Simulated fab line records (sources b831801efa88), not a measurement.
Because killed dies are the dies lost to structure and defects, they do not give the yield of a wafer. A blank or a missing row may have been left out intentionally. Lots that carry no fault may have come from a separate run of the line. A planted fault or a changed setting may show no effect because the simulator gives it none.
fab line records -- flow sky130
[record] lots = 14, wafers = 42, lastDay = 50
route steps=708 shown NWELL@62 VT_ADJUST_HVTR@138 SONOS_ONO@181
lots that met no fault: taken from a fault-free run of the same line
startH: start of the lot's first displayed wafer, in hours after the record's first day -- waitH: how many hours have passed since the lot's step before this one -- " as in the row above -- L1.1+2: a single row standing in for several wafers -- - no value, or no start was given -- * or withheld: withheld -- < > ~ a bound
route shown NAME@n: names a module that has steps shown in the file, with the first one's number in the route -- usual: mean/standard deviation of fault-free wafers -- same: alike in all rows -- chamber/n: place in a boat -- sites: per-site readings -- _std_site: their standard deviation -- _edge_site: inner sites' mean taken away from outer sites' mean -- radiusMm: how far each site lies from the wafer's centre -- mask NAME#n: copy n -- behind: the tool/chamber that last shaped the wafer -- hold: why the lot went on hold/how many hours it stayed there/how the hold came to an end -- device: transistor that didn't switch, given as n, p or np -- end of line: the tests these same wafers got at the end of their route -- where a step has no rows: the recipe by itself -- killed: not the wafer's yield, but the dies lost to structure and defects at the first sort -- map: the dies of a wafer, with x for killed, . for not killed, _ for no die there
set.NAME: the setting that was run; set.NAME@STEP: the one run at that earlier step -- model.NAME: the simulator's own value behind a step, which no gauge read
one table for each step of the route and one row for each wafer, over a sample of lots
[[steps]]
[step SKY_NWELL_DEVELOP_09]
[recipe] wallAngleDeg = 90, developer = TMAH, developTimeS = 60, devTempC = 23
[usual] developerTempC = 23.00/0.1
lot.wafer,tool,chamber,startH,waitH,developerTempC
L337.1,lithoTrack-04,0,87,-,22.99
L337.4,lithoTrack-04,0,87,-,22.96
L337.6,lithoTrack-04,0,87,-,22.97
L341.1,lithoTrack-02,0,111,-,23.20
L341.4,lithoTrack-02,0,111,-,22.92
L341.6,lithoTrack-02,0,111,-,22.97
L342.1,lithoTrack-04,0,116,-,22.87
L342.4,lithoTrack-04,0,116,-,23.05
L342.6,lithoTrack-04,0,116,-,23.10
L343.2,lithoTrack-04,0,120,-,22.72
L343.4,lithoTrack-04,0,120,-,23.13
L343.6,lithoTrack-04,0,120,-,22.87
L344.2,lithoTrack-01,0,128,-,22.99
L344.3,lithoTrack-01,0,128,-,22.99
L344.5,lithoTrack-01,0,128,-,23.04
L345.2,lithoTrack-02,0,134,-,23.03
L345.5,lithoTrack-02,0,134,-,23.00
L345.6,lithoTrack-02,0,134,-,23.01
L347.4,lithoTrack-04,0,143,-,23.05
L347.5,lithoTrack-04,0,143,-,23.19
L347.6,lithoTrack-04,0,143,-,23.03
L348.1,lithoTrack-01,0,149,-,22.83
L348.5,lithoTrack-01,0,149,-,22.89
L348.6,lithoTrack-01,0,149,-,22.88
L350.2,lithoTrack-01,0,161,-,23.24
L350.3,lithoTrack-01,0,161,-,23.15
L350.4,lithoTrack-01,0,161,-,23.03
L353.2,lithoTrack-01,0,177,-,23.12
L353.3,lithoTrack-01,0,177,-,23.01
L353.5,lithoTrack-01,0,177,-,23.08
L356.1,lithoTrack-04,0,195,-,23.03
L356.3,lithoTrack-04,0,195,-,22.96
L356.5,lithoTrack-04,0,195,-,23.03
L357.2,lithoTrack-02,0,201,-,22.87
L357.3,lithoTrack-02,0,201,-,22.95
L357.5,lithoTrack-02,0,201,-,22.90
L358.1,lithoTrack-02,0,209,-,23.15
L358.3,lithoTrack-02,0,209,-,23.11
L358.6,lithoTrack-02,0,209,-,23.13
L359.1,lithoTrack-04,0,213,-,23.09
L359.3,lithoTrack-04,0,213,-,23.01
L359.4,lithoTrack-04,0,213,-,23.00
[step SKY_NWELL_OVL_MEAS_10]
[usual] NWELL_00_OVL = -1.1/1.3
lot.wafer,tool,chamber,startH,waitH,NWELL_00_OVL[nm]
L337.1,overlay-02,-,87.68,-,-1.1
L337.4,overlay-02,-,87.68,-,-0.5
L337.6,overlay-02,-,87.68,-,0.4
L341.1,overlay-01,-,111.51,-,0.1
L341.4,overlay-01,-,111.51,-,0.2
L341.6,overlay-01,-,111.51,-,0.2
L342.1,overlay-02,-,116.63,-,-2.4
L342.4,overlay-02,-,116.63,-,-2.0
L342.6,overlay-02,-,116.63,-,-2.4
L343.2,overlay-01,-,120.99,-,-0.2
L343.4,overlay-01,-,120.99,-,1.1
L343.6,overlay-01,-,120.99,-,0.5
L344.2,overlay-02,-,128.39,-,-2.9
L344.3,overlay-02,-,128.39,-,-1.1
L344.5,overlay-02,-,128.39,-,-0.8
L345.2,overlay-02,-,134.37,-,-1.2
L345.5,overlay-02,-,134.37,-,-1.6
L345.6,overlay-02,-,134.37,-,-2.0
L347.4,overlay-01,-,143.60,-,1.2
L347.5,overlay-01,-,143.60,-,-1.1
L347.6,overlay-01,-,143.60,-,-0.4
L348.1,overlay-01,-,149.74,-,0.4
L348.5,overlay-01,-,149.74,-,1.2
L348.6,overlay-01,-,149.74,-,0.1
L350.2,overlay-01,-,161.34,-,-0.3
L350.3,overlay-01,-,161.34,-,-
L350.4,overlay-01,-,161.34,-,-
L353.2,overlay-02,-,177.99,-,-0.7
L353.3,overlay-02,-,177.99,-,-
L353.5,overlay-02,-,177.99,-,-
L356.1,overlay-02,-,195.93,-,-3.8
L356.3,overlay-02,-,195.93,-,-2.3
L356.5,overlay-02,-,195.93,-,-2.5
L357.2,overlay-02,-,201.57,-,0.2
L357.3,overlay-02,-,201.57,-,-0.3
L357.5,overlay-02,-,201.57,-,-0.6
L358.1,overlay-02,-,209.16,-,-0.4
L358.3,overlay-02,-,209.16,-,-0.6
L358.6,overlay-02,-,209.16,-,0.2
L359.1,overlay-02,-,213.93,-,0.2
L359.3,overlay-02,-,213.93,-,-1.5
L359.4,overlay-02,-,213.93,-,-0.4
[step SKY_NWELL_RTA_28]
[recipe] tempC = 1050, timeS = 30, idleTempC = 650, rampUpCPerS = 150, rampDownCPerS = 90, ambient = N2
[usual] lampPowerPct = 25.31/0.048, wafer_temp_C_max = 1055.0/1.1
lot.wafer,tool,chamber,startH,waitH,lampPowerPct,wafer_temp_C_max
L337.1,rtpAnneal-02,0,106.63,0.0,25.38,1055.2
L337.4,rtpAnneal-02,0,106.63,0.0,25.28,1054.2
L337.6,rtpAnneal-02,0,106.63,0.0,25.31,1054.2
L341.1,rtpAnneal-02,0,130.68,0.0,25.24,1054.3
L341.4,rtpAnneal-02,0,130.68,0.0,25.43,1053.3
L341.6,rtpAnneal-02,0,130.68,0.0,25.32,1054.1
L342.1,rtpAnneal-01,0,136.83,0.0,25.38,1053.4
L342.4,rtpAnneal-01,0,136.83,0.0,25.31,1056.4
L342.6,rtpAnneal-01,0,136.83,0.0,25.29,1054.7
L343.2,rtpAnneal-02,0,141.25,0.0,25.34,1053.4
L343.4,rtpAnneal-02,0,141.25,0.0,25.35,1057.0
L343.6,rtpAnneal-02,0,141.25,0.0,25.41,1054.8
L344.2,rtpAnneal-01,0,148.49,0.0,25.28,1054.2
L344.3,rtpAnneal-01,0,148.49,0.0,25.26,1054.4
L344.5,rtpAnneal-01,0,148.49,0.0,25.43,1056.6
L345.2,rtpAnneal-02,0,154.23,0.0,25.35,1055.9
L345.5,rtpAnneal-02,0,154.23,0.0,25.37,1055.9
L345.6,rtpAnneal-02,0,154.23,0.0,25.27,1055.2
L347.4,rtpAnneal-02,0,164.48,0.1,25.37,1056.0
L347.5,rtpAnneal-02,0,164.48,0.1,25.34,1054.4
L347.6,rtpAnneal-02,0,164.48,0.1,25.25,1055.2
L348.1,rtpAnneal-01,0,170.48,0.0,25.29,1055.6
L348.5,rtpAnneal-01,0,170.48,0.0,25.28,1053.7
L348.6,rtpAnneal-01,0,170.48,0.0,25.33,1057.2
L350.2,rtpAnneal-01,0,182.46,0.0,25.35,1055.3
L350.3,rtpAnneal-01,0,182.46,0.0,25.27,1054.7
L350.4,rtpAnneal-01,0,182.46,0.0,25.36,1055.5
L353.2,rtpAnneal-01,0,199.61,0.0,25.37,1056.0
L353.3,rtpAnneal-01,0,199.61,0.0,25.34,1055.5
L353.5,rtpAnneal-01,0,199.61,0.0,25.34,1054.3
L356.1,rtpAnneal-01,0,218.53,0.0,25.35,1054.8
L356.3,rtpAnneal-01,0,218.53,0.0,25.28,1056.3
L356.5,rtpAnneal-01,0,218.53,0.0,25.29,1055.4
L357.2,rtpAnneal-02,0,224.32,0.0,25.26,1054.5
L357.3,rtpAnneal-02,0,224.32,0.0,25.32,1056.2
L357.5,rtpAnneal-02,0,224.32,0.0,25.31,1055.4
L358.1,rtpAnneal-02,0,232.56,0.0,25.27,1054.6
L358.3,rtpAnneal-02,0,232.56,0.0,25.32,1053.8
L358.6,rtpAnneal-02,0,232.56,0.0,25.21,1054.6
L359.1,rtpAnneal-01,0,237.41,0.0,25.37,1054.4
L359.3,rtpAnneal-01,0,237.41,0.0,25.36,1058.0
L359.4,rtpAnneal-01,0,237.41,0.0,25.33,1055.6
[step SKY_VT_ADJUST_HVTR_CD_MEAS_07]
[recipe] targetCdNm = 380
[usual] cdNm = 379.2/2.5
lot.wafer,tool,chamber,startH,waitH,cdNm
L337.1,cdSem-02,-,207.56,0.1,382.0
L337.4,cdSem-02,-,207.56,0.1,381.4
L337.6,cdSem-02,-,207.56,0.1,383.1
L341.1,cdSem-01,-,242.64,0.1,374.4
L341.4,cdSem-01,-,242.64,0.1,374.5
L341.6,cdSem-01,-,242.64,0.1,376.1
L342.1,cdSem-01,-,243.59,0.1,381.7
L342.4,cdSem-01,-,243.59,0.1,378.5
L342.6,cdSem-01,-,243.59,0.1,380.8
L343.2,cdSem-02,-,249.13,0.1,378.6
L343.4,cdSem-02,-,249.13,0.1,375.5
L343.6,cdSem-02,-,249.13,0.1,375.5
L344.2,cdSem-02,-,257.01,0.1,377.8
L344.3,cdSem-02,-,257.01,0.1,375.5
L344.5,cdSem-02,-,257.01,0.1,379.1
L345.2,cdSem-01,-,264.96,0.1,374.2
L345.5,cdSem-01,-,264.96,0.1,375.3
L345.6,cdSem-01,-,264.96,0.1,374.2
L347.4,cdSem-02,-,277.20,0.1,379.7
L347.5,cdSem-02,-,277.20,0.1,378.4
L347.6,cdSem-02,-,277.20,0.1,379.3
L348.1,cdSem-01,-,283.74,0.1,381.1
L348.5,cdSem-01,-,283.74,0.1,380.1
L348.6,cdSem-01,-,283.74,0.1,381.7
L350.2,cdSem-01,-,297.85,0.1,375.5
L350.3,cdSem-01,-,297.85,0.1,378.6
L350.4,cdSem-01,-,297.85,0.1,376.5
L353.2,cdSem-02,-,317.18,0.1,381.6
L353.3,cdSem-02,-,317.18,0.1,381.3
L353.5,cdSem-02,-,317.18,0.1,381.3
L356.1,cdSem-01,-,339.11,0.1,380.7
L356.3,cdSem-01,-,339.11,0.1,381.4
L356.5,cdSem-01,-,339.11,0.1,379.0
L357.2,cdSem-01,-,345.86,0.1,380.5
L357.3,cdSem-01,-,345.86,0.1,382.6
L357.5,cdSem-01,-,345.86,0.1,379.6
L358.1,cdSem-02,-,354.94,0.1,375.1
L358.3,cdSem-02,-,354.94,0.1,376.3
L358.6,cdSem-02,-,354.94,0.1,376.4
L359.1,cdSem-01,-,360.78,0.1,375.4
L359.3,cdSem-01,-,360.78,0.1,377.4
L359.4,cdSem-01,-,360.78,0.1,378.0
[step SKY_SONOS_ONO_CD_MEAS_13]
[recipe] targetCdNm = 410
[usual] cdNm = 409.2/2.6
lot.wafer,tool,chamber,startH,waitH,cdNm
L337.1,cdSem-01,-,285.26,0.1,407.4
L337.4,cdSem-01,-,285.26,0.1,409.0
L337.6,cdSem-01,-,285.26,0.1,405.6
L341.1,cdSem-02,-,326.92,0.1,414.8
L341.4,cdSem-02,-,326.92,0.1,415.3
L341.6,cdSem-02,-,326.92,0.1,415.2
L342.1,cdSem-01,-,327.22,0.1,410.7
L342.4,cdSem-01,-,327.22,0.1,413.1
L342.6,cdSem-01,-,327.22,0.1,408.6
L343.2,cdSem-01,-,335.99,0.1,407.0
L343.4,cdSem-01,-,335.99,0.1,405.4
L343.6,cdSem-01,-,335.99,0.1,404.1
L344.2,cdSem-01,-,336.33,0.1,409.5
L344.3,cdSem-01,-,336.33,0.1,412.3
L344.5,cdSem-01,-,336.33,0.1,409.6
L345.2,cdSem-02,-,346.75,0.1,410.3
L345.5,cdSem-02,-,346.75,0.1,408.2
L345.6,cdSem-02,-,346.75,0.1,409.2
L347.4,cdSem-01,-,363.90,0.2,410.0
L347.5,cdSem-01,-,363.90,0.2,410.1
L347.6,cdSem-01,-,363.90,0.2,410.2
L348.1,cdSem-01,-,372.91,0.1,413.0
L348.5,cdSem-01,-,372.91,0.1,411.4
L348.6,cdSem-01,-,372.91,0.1,409.9
L350.2,cdSem-02,-,380.74,0.1,413.8
L350.3,cdSem-02,-,380.74,0.1,412.3
L350.4,cdSem-02,-,380.74,0.1,412.5
L353.2,cdSem-01,-,404.79,0.1,408.3
L353.3,cdSem-01,-,404.79,0.1,409.5
L353.5,cdSem-01,-,404.79,0.1,409.5
L356.1,cdSem-02,-,428.62,0.1,409.9
L356.3,cdSem-02,-,428.62,0.1,410.5
L356.5,cdSem-02,-,428.62,0.1,409.6
L357.2,cdSem-02,-,436.58,0.1,411.2
L357.3,cdSem-02,-,436.58,0.1,413.3
L357.5,cdSem-02,-,436.58,0.1,413.6
L358.1,cdSem-02,-,450.12,0.1,405.8
L358.3,cdSem-02,-,450.12,0.1,404.9
L358.6,cdSem-02,-,450.12,0.1,405.6
L359.1,cdSem-02,-,453.48,0.1,407.3
L359.3,cdSem-02,-,453.48,0.1,406.8
L359.4,cdSem-02,-,453.48,0.1,408.7
[[key]]
[firstSign] step = SKY_NWELL_OVL_MEAS_10, reading = NWELL_00_OVL, direction = missing
effect none on later readings
metAt SKY_NWELL_DEVELOP_09
struckLots L350,L353
struckWafers L350.3,L350.4,L353.3,L353.5
sortLeftOut L350.3,L350.4,L353.3,L353.5
testerLeftOut L350,L353
notActingAt SKY_NWELL_RTA_28,SKY_VT_ADJUST_HVTR_CD_MEAS_07,SKY_SONOS_ONO_CD_MEAS_13
onsetBetween 149 161
[fault] kind = processParameterDrift, tool = lithoTrack-01, chamber = -, onsetH = 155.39, steps = SKY_NWELL_DEVELOP_09, channel = developTimeS, offset = *, shape = step, endH = 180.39, scope = struckWafersOnly, actsIn = *, stated = *
// testerLeftOut: of these lots the tester's yield and bins aren't shown, on N5 and GAA mostly nor the transistor test; their killed dies are dies lost to structure and defects alone, not to doping, threshold or leakage, so they don't give the yield
// sortLeftOut: the simulated sort isn't trusted on such a fault, so these wafers' sort isn't shown, and their yield isn't known
